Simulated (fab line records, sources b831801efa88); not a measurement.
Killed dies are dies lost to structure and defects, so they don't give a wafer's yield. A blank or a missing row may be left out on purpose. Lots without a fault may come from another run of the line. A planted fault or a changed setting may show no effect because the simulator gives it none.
Which tool did it? | flow sky130 | 13 lots, 39 wafers sampled, at 5 steps of a route of 708

WHAT THE GAUGES READ, wafer by wafer
SKY_VT_ADJUST_HVTR_TW_MEAS_11.
lot  | measured     | on            | VT_ADJUST_HVTR_TW
L814 | day 10 08:50 | film_metro-03 | 212.1 210.2 210.3
L815 | day 10 09:48 | film_metro-02 | 209.7 209.8 209.9
L817 | day 10 20:05 | film_metro-02 | 209.8 210.9 210.9
L818 | day 11 06:34 | film_metro-01 | 210.9 208.6 209.4
L819 | day 11 17:16 | film_metro-01 | 210.9 210.2 210.1
L821 | day 11 19:05 | film_metro-02 | 210.9 211.5 211.4
L824 | day 12 19:57 | film_metro-02 | 210.0 210.4 209.1
L825 | day 13 00:56 | film_metro-02 | 210.8 209.7 211.3
L829 | day 14 05:21 | film_metro-01 | 207.7 208.4 207.4
L830 | day 14 10:01 | film_metro-02 | 209.0 208.6 209.6
L831 | day 14 20:22 | film_metro-03 | 211.1 210.0 210.4
L833 | day 15 13:04 | film_metro-03 | 213.6 211.6 212.6
L836 | day 16 11:30 | film_metro-01 | 209.2 207.9 208.2

SKY_GATE_OXIDE_THK_MEAS_02.
lot  | measured     | on            | GATE_OXIDE_OXIDATION_00_THK (nm)
L814 | day 13 18:54 | film_metro-03 | 9.93 9.92 9.98
L815 | day 13 17:29 | film_metro-02 | 9.54 9.65 9.73
L817 | day 14 05:12 | film_metro-03 | 10.23 10.41 10.51
L818 | day 14 12:58 | film_metro-03 | 10.22 10.05 10.25
L819 | day 15 04:53 | film_metro-02 | 10.37 10.42 10.64
L821 | day 15 09:11 | film_metro-03 | 15.93 16.26 16.17 15.98 16.27 16.18
L824 | day 16 17:08 | film_metro-01 | 16.50 16.17 16.21 16.46 16.24 16.20
L825 | day 16 18:47 | film_metro-01 | 16.16 16.10 16.29 16.18 16.05 16.35
L829 | day 18 02:48 | film_metro-02 | 10.22 10.27 10.32
L830 | day 18 06:47 | film_metro-03 | 10.46 10.42 10.32
L831 | day 18 21:12 | film_metro-01 | 9.79 9.89 9.93
L833 | day 19 14:39 | film_metro-01 | 10.24 10.32 10.27
L836 | day 20 13:34 | film_metro-02 | 10.10 10.12 10.12

SKY_POLY_GATE_THK_MEAS_01.
lot  | measured     | on            | POLY_GATE_CVD_00_THK (nm)
L814 | day 15 03:08 | film_metro-04 | 180.1 182.0 179.6
L815 | day 15 00:26 | film_metro-04 | 177.9 178.1 175.7
L817 | day 15 12:47 | film_metro-01 | 181.3 179.9 181.0
L818 | day 15 18:33 | film_metro-03 | 176.0 176.3 178.7
L819 | day 16 13:28 | film_metro-04 | 180.2 180.5 179.9
L821 | day 16 18:02 | film_metro-01 | 179.4 179.1 180.2
L824 | day 18 00:49 | film_metro-01 | 180.5 180.7 181.9
L825 | day 18 04:13 | film_metro-03 | 181.3 180.8 181.0
L829 | day 19 13:29 | film_metro-04 | 179.6 179.7 180.6
L830 | day 19 17:59 | film_metro-01 | 180.2 178.7 180.2
L831 | day 20 08:35 | film_metro-03 | 178.0 178.7 177.8
L833 | day 21 00:55 | film_metro-03 | 179.1 180.1 179.6
L836 | day 21 22:32 | film_metro-04 | 183.3 181.5 182.4

WHICH TOOL RAN EACH LOT (tool, then ch and the chambers of the sampled wafers, then the start)
lot  | SKY_GATE_OXIDE_OXIDATION_01                                     | SKY_GATE_OXIDE_STRIP_13
L814 | furnace-01 ch 0, day 13 17:29                                   | plasma_asher-03 ch 0,1, day 14 20:32
L815 | furnace-01 ch 0, day 13 16:05                                   | plasma_asher-01 ch 0,1, day 14 19:46
L817 | furnace-02 ch 0, day 14 03:47                                   | plasma_asher-01 ch 1, day 15 07:19
L818 | furnace-01 ch 0, day 14 11:32                                   | plasma_asher-04 ch 0,1, day 15 14:58
L819 | furnace-02 ch 0, day 15 03:27                                   | plasma_asher-03 ch 0,1, day 16 08:40
L821 | furnace-01 ch 0, day 15 05:58 and furnace-02 ch 0, day 15 07:43 | plasma_asher-01 ch 0,1, day 16 11:02
L824 | furnace-02 ch 0, day 16 12:52                                   | plasma_asher-03 ch 0,1, day 17 19:28
L825 | furnace-02 ch 0, day 16 15:40 and furnace-01 ch 0, day 16 17:23 | plasma_asher-03 ch 0,1, day 17 21:31
L829 | furnace-02 ch 0, day 18 01:23                                   | plasma_asher-03 ch 0, day 19 09:03
L830 | furnace-02 ch 0, day 18 05:22                                   | plasma_asher-01 ch 0,1, day 19 13:16
L831 | furnace-01 ch 0, day 18 19:47                                   | plasma_asher-04 ch 0,1, day 20 04:10
L833 | furnace-02 ch 0, day 19 13:14                                   | plasma_asher-03 ch 0,1, day 20 20:40
L836 | furnace-02 ch 0, day 20 12:10                                   | plasma_asher-04 ch 0,1, day 21 19:33
- SKY_GATE_OXIDE_OXIDATION_01: stabilise 600 s, purge 300 s, target thk 10.268 nm.
- SKY_GATE_OXIDE_STRIP_13: strips in O2/N2.

WHAT THE TOOLS THEMSELVES READ (means of the sampled wafers that have a number; where no wafer has one, the mark that the record gives instead)
SKY_GATE_OXIDE_OXIDATION_01.
lot  | tool                  | tube_center_temp_C_max
L814 | furnace-01            | 902.4
L815 | furnace-01            | 902.5
L817 | furnace-02            | 902.1
L818 | furnace-01            | 902.5
L819 | furnace-02            | 902.0
L821 | furnace-01/furnace-02 | 902.1
L824 | furnace-02            | 902.2
L825 | furnace-02/furnace-01 | 902.5
L829 | furnace-02            | 902.0
L830 | furnace-02            | 902.3
L831 | furnace-01            | 902.6
L833 | furnace-02            | 902.3
L836 | furnace-02            | 902.3

SKY_GATE_OXIDE_STRIP_13.
lot  | tool            | drypump_motor_current_A (A) | oes_product_au (a.u.) | strip_time_to_endpoint_s (s)
L814 | plasma_asher-03 | 6.2                         | 0.718                 | 14.28
L815 | plasma_asher-01 | 6.0                         | 0.715                 | 14.30
L817 | plasma_asher-01 | 6.7                         | 0.718                 | 14.27
L818 | plasma_asher-04 | 5.7                         | 0.712                 | 14.24
L819 | plasma_asher-03 | 6.2                         | 0.715                 | 14.29
L821 | plasma_asher-01 | 6.0                         | 0.715                 | 14.27
L824 | plasma_asher-03 | 6.2                         | 0.713                 | 14.28
L825 | plasma_asher-03 | 6.1                         | 0.717                 | 14.30
L829 | plasma_asher-03 | 6.4                         | 0.716                 | 14.28
L830 | plasma_asher-01 | 5.9                         | 0.711                 | 14.29
L831 | plasma_asher-04 | 5.7                         | 0.716                 | 14.28
L833 | plasma_asher-03 | 6.0                         | 0.714                 | 14.26
L836 | plasma_asher-04 | 5.7                         | 0.714                 | 14.22

THE ANSWER, worked out from the rows above alone
Rule: what is usual is taken from the lots themselves. Put in order of their means at a reading, lots are off if they are a third of the lots or fewer, leave a main group of 4 or more, and stand apart from it by a gap of 3 or more times the standard deviation of the main group's means; of several such gaps the widest counts. A main group whose means are all the same, to the digits that the tables above print for the reading, isn't used. A lot without any number at a reading at which 4 lots or more have one is off too. The other lots that the step has rows for count as sound. The gauges are gone through in route order, then the tools' own readings, and for those a lot's mean is taken as printed above. The first step at which some lot is off is used, and at that step the reading that is off furthest; a lot without a number counts as furthest.
Off: L821, L824, L825, at SKY_GATE_OXIDE_THK_MEAS_02 (GATE_OXIDE_OXIDATION_00_THK). The main group: mean 10.15 nm, standard deviation 0.25.
A tool fits if, at a process step before that reading, it ran every lot that is off, and no sound lot after the first of them. The gauges at SKY_GATE_OXIDE_THK_MEAS_02 are tried like those tools. None of those tried fits.

WHAT THE SIMULATOR HAD PUT IN
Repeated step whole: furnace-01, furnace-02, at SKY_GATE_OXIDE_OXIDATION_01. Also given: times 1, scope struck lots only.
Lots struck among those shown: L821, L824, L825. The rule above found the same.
